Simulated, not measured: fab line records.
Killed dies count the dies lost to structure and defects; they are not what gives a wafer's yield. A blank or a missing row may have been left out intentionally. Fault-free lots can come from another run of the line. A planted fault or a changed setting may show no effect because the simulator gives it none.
Which tool did it?	flow sky130	Sampling: 24 lots, 72 wafers, 6 of 708 route steps

## WHAT EACH GAUGE READ, for each wafer
Not one reading of a measure or inspect step in the record can be checked against a usual standard deviation.

## WHICH TOOL RAN EACH LOT (tool, then ch and the chambers of the sampled wafers, then the start)
lot	SKY_METAL3_SPUTTER_04	SKY_METAL3_ETCH_16	SKY_METAL4_SPUTTER_02	SKY_VIA4_CMP_02	SKY_VIA4_ETCH_12	SKY_METAL5_SPUTTER_02
L074	pvdSputter-01, day 36 03:07	rieMetal-04 ch 0,1, day 38 07:58	pvdSputter-03, day 39 11:52	cmp-01 ch 0,2,3, day 41 14:38	rieDiel-04 ch 0,1,3, day 42 14:53	pvdSputter-04, day 42 16:19
L075	pvdSputter-02, day 36 15:51	rieMetal-04 ch 0,1, day 38 20:23	pvdSputter-04, day 40 00:26	cmp-01 ch 2,3, day 42 03:07	rieDiel-04 ch 0,1,2, day 43 03:25	pvdSputter-04, day 43 04:49
L076	pvdSputter-04, day 36 23:26	rieMetal-04 ch 0,1, day 39 02:40	pvdSputter-03, day 40 05:51	cmp-01 ch 0,1, day 42 07:45	rieDiel-02 ch 1,2,3, day 43 07:19	pvdSputter-04, day 43 08:45
L077	pvdSputter-01, day 37 04:22	rieMetal-04 ch 0, day 39 07:53	pvdSputter-04, day 40 11:41	cmp-01 ch 0,2, day 42 14:49	rieDiel-04 ch 0,1,2, day 43 14:25	pvdSputter-03, day 43 15:56
L078	pvdSputter-04, day 37 22:19	rieMetal-04 ch 0,1, day 40 00:31	pvdSputter-01, day 41 03:12	cmp-01 ch 1,2,3, day 43 05:52	rieDiel-04 ch 0,1,2, day 44 05:01	pvdSputter-03, day 44 06:52
L079	pvdSputter-04, day 38 02:16	rieMetal-04 ch 0,1, day 40 04:32	pvdSputter-01, day 41 07:34	cmp-01 ch 0,2,3, day 43 09:51	rieDiel-02 ch 1,2, day 44 08:44	pvdSputter-02, day 44 10:33
L080	pvdSputter-04, day 38 06:08	rieMetal-03 ch 0,1, day 40 08:17	pvdSputter-01, day 41 11:11	cmp-02 ch 0,1, day 43 13:18	rieDiel-04 ch 0,1, day 44 12:47	pvdSputter-04, day 44 14:49
L081	pvdSputter-04, day 38 18:08	rieMetal-04 ch 0,1, day 40 20:38	pvdSputter-01, day 41 23:19	cmp-02 ch 0,2, day 43 23:51	rieDiel-03 ch 0,3, day 44 21:56	pvdSputter-04, day 44 23:21
L082	pvdSputter-02, day 38 20:02	rieMetal-03 ch 1, day 40 21:47	pvdSputter-04, day 42 00:58	cmp-01 ch 1,2, day 44 01:14	rieDiel-04 ch 0,1,2, day 44 22:56	pvdSputter-04, day 45 00:35
L083	pvdSputter-02, day 39 01:43	rieMetal-03 ch 0,1, day 41 02:36	pvdSputter-03, day 42 06:19	cmp-01 ch 0,1,3, day 44 07:25	rieDiel-04 ch 0,1,3, day 45 05:02	pvdSputter-02, day 45 06:44
L084	pvdSputter-02, day 39 17:52	rieMetal-03 ch 1, day 41 17:26	pvdSputter-04, day 42 19:47	cmp-02 ch 0,2, day 44 19:28	rieDiel-03 ch 0,1,2, day 45 17:29	pvdSputter-04, day 45 18:53
L085	pvdSputter-01, day 39 18:37	rieMetal-03 ch 0,1, day 41 20:13	pvdSputter-01, day 42 22:21	cmp-02 ch 0,1,2, day 44 21:55	rieDiel-04 ch 0,1,3, day 45 18:43	pvdSputter-04, day 45 20:10
L086	pvdSputter-02, day 40 03:56	rieMetal-02 ch 1, day 42 05:17	pvdSputter-04, day 43 08:01	cmp-02 ch 1,2,3, day 45 07:38	rieDiel-04 ch 0,2, day 46 04:31	pvdSputter-04, day 46 05:58
L087	pvdSputter-01, day 40 07:19	rieMetal-03 ch 0,1, day 42 08:43	pvdSputter-01, day 43 10:56	cmp-02 ch 0,2,3, day 45 10:22	rieDiel-04 ch 0,2,3, day 46 06:41	pvdSputter-04, day 46 08:06
L088	pvdSputter-01, day 40 11:21	rieMetal-04 ch 0,1, day 42 11:52	pvdSputter-04, day 43 14:16	cmp-02 ch 0,1, day 45 12:04	rieDiel-02 ch 0,1,2, day 46 09:17	pvdSputter-02, day 46 10:42
L089	pvdSputter-01, day 40 19:16	rieMetal-02 ch 0,1, day 42 19:36	pvdSputter-04, day 43 22:11	cmp-01 ch 0,1,3, day 45 19:36	rieDiel-02 ch 0,1,2, day 46 16:46	pvdSputter-02, day 46 18:12
L090	pvdSputter-01, day 41 05:39	rieMetal-02 ch 0, day 43 06:11	pvdSputter-01, day 44 08:31	cmp-01 ch 0,3, day 46 05:04	rieDiel-03 ch 1,2,3, day 47 01:47	pvdSputter-04, day 47 03:11
L091	pvdSputter-02, day 41 19:01	rieMetal-02 ch 0,1, day 43 18:44	pvdSputter-01, day 44 20:07	cmp-01 ch 0,1,2, day 46 15:28	rieDiel-03 ch 0,2,3, day 47 11:47	pvdSputter-04, day 47 13:44
L092	pvdSputter-04, day 42 04:14	rieMetal-02 ch 0,1, day 44 03:07	pvdSputter-01, day 45 04:10	cmp-02 ch 0,2, day 46 23:26	rieDiel-04 ch 0,2,3, day 47 19:53	pvdSputter-03, day 47 21:42
L093	pvdSputter-04, day 42 07:07	rieMetal-03 ch 0,1, day 44 06:19	pvdSputter-04, day 45 07:20	cmp-02 ch 2,3, day 47 02:46	rieDiel-04 ch 1,2,3, day 47 22:16	pvdSputter-02, day 47 23:59
L094	pvdSputter-04, day 42 09:01	rieMetal-03 ch 0, day 44 08:35	pvdSputter-04, day 45 09:28	cmp-01 ch 1,2,3, day 47 05:13	rieDiel-02 ch 1,2, day 48 00:44	pvdSputter-04, day 48 02:18
L095	pvdSputter-04, day 42 09:43	rieMetal-03 ch 0,1, day 44 09:14	pvdSputter-04, day 45 11:16	cmp-01 ch 2,3, day 47 06:07	rieDiel-02 ch 0,2,3, day 48 02:01	pvdSputter-04, day 48 03:28
L096	pvdSputter-02, day 42 15:25	rieMetal-04 ch 0,1, day 44 13:29	pvdSputter-04, day 45 14:43	cmp-01 ch 0,1,3, day 47 09:47	rieDiel-02 ch 0,2,3, day 48 05:17	pvdSputter-02, day 48 07:20
L097	pvdSputter-02, day 42 19:11	rieMetal-04 ch 0,1, day 44 16:59	pvdSputter-03, day 45 17:28	cmp-01 ch 0,2,3, day 47 13:14	rieDiel-03 ch 0,1,3, day 48 08:11	pvdSputter-02, day 48 10:01
- SKY_METAL3_SPUTTER_04: material TiN, target thk 70 nm, time 58.3 s.
- SKY_METAL3_ETCH_16: etches BARC in N2/H2, stops on SiO2, time 88.2 s, target depth 60 nm.
- SKY_METAL4_SPUTTER_02: material AlCu, target thk 735 nm, time 39.1 s.
- SKY_VIA4_CMP_02: polishes SiO2.
- SKY_VIA4_ETCH_12: etches SiO2 in C4F8/O2/Ar, stops on TiN, target depth 580 nm.
- SKY_METAL5_SPUTTER_02: material AlCu, target thk 1150 nm, time 61.2 s.

## AS READ BY THE TOOLS THEMSELVES (means over the sampled wafers that have a number; for cases with no such wafer, the mark the record gives instead)
SKY_METAL3_SPUTTER_04.
lot	tool	chamberPressurePa (Pa)	throttleValvePct (%)
L074	pvdSputter-01	0.4003	29.6
L075	pvdSputter-02	0.4005	30.6
L076	pvdSputter-04	0.4003	29.6
L077	pvdSputter-01	0.3998	30.8
L078	pvdSputter-04	0.3999	29.5
L079	pvdSputter-04	0.4008	29.6
L080	pvdSputter-04	0.4002	29.1
L081	pvdSputter-04	0.3992	29.1
L082	pvdSputter-02	0.4004	31.2
L083	pvdSputter-02	0.4000	31.2
L084	pvdSputter-02	0.4000	30.5
L085	pvdSputter-01	0.4005	30.2
L086	pvdSputter-02	0.3998	32.2
L087	pvdSputter-01	0.3996	30.9
L088	pvdSputter-01	0.3995	29.9
L089	pvdSputter-01	0.4004	30.2
L090	pvdSputter-01	0.3997	29.7
L091	pvdSputter-02	0.4006	30.4
L092	pvdSputter-04	0.3998	29.4
L093	pvdSputter-04	0.4014	28.7
L094	pvdSputter-04	0.4000	28.9
L095	pvdSputter-04	0.3998	28.9
L096	pvdSputter-02	0.3999	31.8
L097	pvdSputter-02	0.4000	31.3

SKY_METAL3_ETCH_16.
lot	tool	biasW (W)	drypumpMotorCurrentA (A)	h2FlowSccm (sccm)	oesProductAu (a.u.)	throttleValvePct (%)
L074	rieMetal-04	100.11	5.9	200.2	0.627	13.203
L075	rieMetal-04	100.33	6.1	200.0	0.625	13.211
L076	rieMetal-04	100.14	6.2	200.2	0.624	13.202
L077	rieMetal-04	99.75	6.3	199.5	0.624	13.207
L078	rieMetal-04	100.16	6.1	200.9	0.624	13.206
L079	rieMetal-04	99.43	5.9	199.9	0.622	13.210
L080	rieMetal-03	99.83	5.1	200.2	0.628	13.206
L081	rieMetal-04	99.80	5.9	200.3	0.629	13.209
L082	rieMetal-03	99.88	5.0	200.2	0.628	13.207
L083	rieMetal-03	99.84	5.1	199.9	0.624	13.212
L084	rieMetal-03	100.10	5.0	200.7	0.628	13.204
L085	rieMetal-03	100.08	5.1	200.5	0.629	13.208
L086	rieMetal-02	100.05	6.2	200.5	0.625	13.198
L087	rieMetal-03	100.05	5.1	200.1	0.623	13.201
L088	rieMetal-04	99.96	6.1	199.6	0.622	13.201
L089	rieMetal-02	99.68	6.0	199.9	0.623	13.205
L090	rieMetal-02	100.05	5.6	199.3	0.627	13.202
L091	rieMetal-02	100.05	5.8	199.8	0.627	13.192
L092	rieMetal-02	100.18	5.8	198.9	0.622	13.204
L093	rieMetal-03	99.96	5.1	200.5	0.625	13.215
L094	rieMetal-03	100.30	5.2	200.3	0.626	13.208
L095	rieMetal-03	99.86	5.1	199.6	0.627	13.208
L096	rieMetal-04	99.91	5.9	200.5	0.629	13.202
L097	rieMetal-04	100.24	6.1	200.0	0.632	13.208

SKY_METAL4_SPUTTER_02.
lot	tool	chamberPressurePa (Pa)	throttleValvePct (%)
L074	pvdSputter-03	0.3994	29.0
L075	pvdSputter-04	0.4000	28.9
L076	pvdSputter-03	0.3993	29.6
L077	pvdSputter-04	0.4004	29.1
L078	pvdSputter-01	0.4007	30.4
L079	pvdSputter-01	0.4001	29.7
L080	pvdSputter-01	0.4005	30.4
L081	pvdSputter-01	0.3995	30.4
L082	pvdSputter-04	0.3997	29.9
L083	pvdSputter-03	0.4009	29.5
L084	pvdSputter-04	0.4003	28.9
L085	pvdSputter-01	0.4004	30.3
L086	pvdSputter-04	0.4001	28.8
L087	pvdSputter-01	0.4007	30.0
L088	pvdSputter-04	0.4004	29.1
L089	pvdSputter-04	0.4014	29.0
L090	pvdSputter-01	0.4003	29.9
L091	pvdSputter-01	0.4000	30.3
L092	pvdSputter-01	0.3997	30.3
L093	pvdSputter-04	0.3994	29.2
L094	pvdSputter-04	0.4003	29.0
L095	pvdSputter-04	0.4000	29.6
L096	pvdSputter-04	0.3997	29.4
L097	pvdSputter-03	0.4002	29.5

SKY_VIA4_CMP_02.
lot	tool	motorCurrentA (A)
L074	cmp-01	11.4
L075	cmp-01	11.7
L076	cmp-01	10.3
L077	cmp-01	11.9
L078	cmp-01	12.1
L079	cmp-01	10.8
L080	cmp-02	10.7
L081	cmp-02	10.8
L082	cmp-01	13.0
L083	cmp-01	10.4
L084	cmp-02	10.5
L085	cmp-02	11.3
L086	cmp-02	12.3
L087	cmp-02	11.5
L088	cmp-02	10.0
L089	cmp-01	10.5
L090	cmp-01	10.0
L091	cmp-01	11.6
L092	cmp-02	12.0
L093	cmp-02	12.7
L094	cmp-01	11.6
L095	cmp-01	12.1
L096	cmp-01	10.5
L097	cmp-01	11.1

SKY_VIA4_ETCH_12.
lot	tool	biasW (W)	oesProductAu (a.u.)
L074	rieDiel-04	1199	0.925
L075	rieDiel-04	1201	0.924
L076	rieDiel-02	1199	0.924
L077	rieDiel-04	1201	0.927
L078	rieDiel-04	1202	0.922
L079	rieDiel-02	1202	0.927
L080	rieDiel-04	1200	0.932
L081	rieDiel-03	1197	0.924
L082	rieDiel-04	1196	0.930
L083	rieDiel-04	1203	0.927
L084	rieDiel-03	1198	0.927
L085	rieDiel-04	1199	0.926
L086	rieDiel-04	1200	0.922
L087	rieDiel-04	1201	0.925
L088	rieDiel-02	1200	0.923
L089	rieDiel-02	1199	0.922
L090	rieDiel-03	1203	0.924
L091	rieDiel-03	1200	0.925
L092	rieDiel-04	1200	0.922
L093	rieDiel-04	1199	0.928
L094	rieDiel-02	1200	0.922
L095	rieDiel-02	1198	0.930
L096	rieDiel-02	1204	0.923
L097	rieDiel-03	1199	0.928

SKY_METAL5_SPUTTER_02.
lot	tool	chamberPressurePa (Pa)	throttleValvePct (%)
L074	pvdSputter-04	0.4003	28.5
L075	pvdSputter-04	0.4002	29.9
L076	pvdSputter-04	0.4001	29.1
L077	pvdSputter-03	0.4002	30.0
L078	pvdSputter-03	0.4001	29.1
L079	pvdSputter-02	0.3994	31.7
L080	pvdSputter-04	0.3994	29.4
L081	pvdSputter-04	0.4000	29.1
L082	pvdSputter-04	0.4004	29.4
L083	pvdSputter-02	0.3985	31.3
L084	pvdSputter-04	0.3998	29.5
L085	pvdSputter-04	0.3997	29.2
L086	pvdSputter-04	0.3995	29.2
L087	pvdSputter-04	0.3996	29.5
L088	pvdSputter-02	0.4001	31.3
L089	pvdSputter-02	0.3999	30.9
L090	pvdSputter-04	0.4005	29.3
L091	pvdSputter-04	0.4004	29.4
L092	pvdSputter-03	0.3992	29.3
L093	pvdSputter-02	0.4005	31.8
L094	pvdSputter-04	0.3994	29.3
L095	pvdSputter-04	0.3997	28.5
L096	pvdSputter-02	0.3998	30.5
L097	pvdSputter-02	0.4001	30.1

## THE ANSWER, worked out from the rows above alone
Rule: the usual values come from the lots themselves. The widest of any qualifying gaps counts: lots, ordered by their means at a reading, are off when they make up no more than a third of the lots, leave a main group of 4 or more, and stand apart from it by 3 or more times the standard deviation of that group's means. A main group whose means are all the same, to the digits that the tables above print for the reading, isn't used. A lot without any number at a reading at which 4 lots or more have one is off too. Where the step has rows for the other lots, those lots are counted as sound. Order of review: gauges by route order, followed by the tools' own readings, for which a lot's mean as printed above is used. The first step at which some lot is off is used, and at that step the reading that is off furthest; a lot without a number counts as furthest.
No lot is off on any of the readings shown, so nothing can be concluded from this.

## WHAT THE SIMULATOR HAD PUT IN
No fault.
